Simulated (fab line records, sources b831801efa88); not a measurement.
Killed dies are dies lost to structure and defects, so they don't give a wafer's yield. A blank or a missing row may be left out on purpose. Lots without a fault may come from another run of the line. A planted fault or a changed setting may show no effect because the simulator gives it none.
Which tool did it? | flow gf180mcu | 6 lots, 18 wafers sampled, at 2 steps of a route of 602

WHAT THE GAUGES READ, wafer by wafer
GF_SALICIDE_RS_MEAS_04: measures by four-point-probe.
lot  | measured     | on            | SALICIDE_TIN_RS (ohm/sq)
L621 | day 15 19:59 | film_metro-04 | 15.9 16.9 16.2
L626 | day 17 20:50 | film_metro-02 | 16.7 16.2 16.3
L633 | day 20 03:41 | film_metro-02 | 20.7 20.4 21.0
L636 | day 21 03:34 | film_metro-02 | 16.1 15.9 16.2
L640 | day 22 10:47 | film_metro-01 | 16.8 16.0 16.5
L642 | day 23 07:14 | film_metro-04 | 15.8 16.3 16.3

WHICH TOOL RAN EACH LOT (tool, then ch and the chambers of the sampled wafers, then the start)
lot  | GF_SALICIDE_SPUTTER_03
L621 | pvd_sputter-04, day 15 19:56
L626 | pvd_sputter-04, day 17 20:49
L633 | pvd_sputter-02, day 20 03:40
L636 | pvd_sputter-01, day 21 03:32
L640 | pvd_sputter-01, day 22 10:40
L642 | pvd_sputter-01, day 23 07:13
- GF_SALICIDE_SPUTTER_03: material TiN, target thk 20 nm, time 16.4 s.

THE ANSWER, worked out from the rows above alone
Rule: what is usual is taken from the lots themselves. Put in order of their means at a reading, lots are off if they are a third of the lots or fewer, leave a main group of 4 or more, and stand apart from it by a gap of 3 or more times the standard deviation of the main group's means; of several such gaps the widest counts. A main group whose means are all the same, to the digits that the tables above print for the reading, isn't used. A lot without any number at a reading at which 4 lots or more have one is off too. The other lots that the step has rows for count as sound.
Off: L633, at GF_SALICIDE_RS_MEAS_04 (SALICIDE_TIN_RS). The main group: mean 16.3 ohm/sq, standard deviation 0.15.
A tool fits if, at a process step before that reading, it ran every lot that is off, and no sound lot after the first of them. The gauges at GF_SALICIDE_RS_MEAS_04 are tried like those tools. One fits: pvd_sputter-02 at GF_SALICIDE_SPUTTER_03. It ran no sound lot before its first lot that is off in this sample, so the start can't be narrowed down.

WHAT THE SIMULATOR HAD PUT IN
Process parameter drift: pvd_sputter-02, from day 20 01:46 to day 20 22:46, at GF_SALICIDE_SPUTTER_03. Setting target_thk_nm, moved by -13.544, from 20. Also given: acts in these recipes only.
Lots struck among those shown: L633. The rule above found the same.
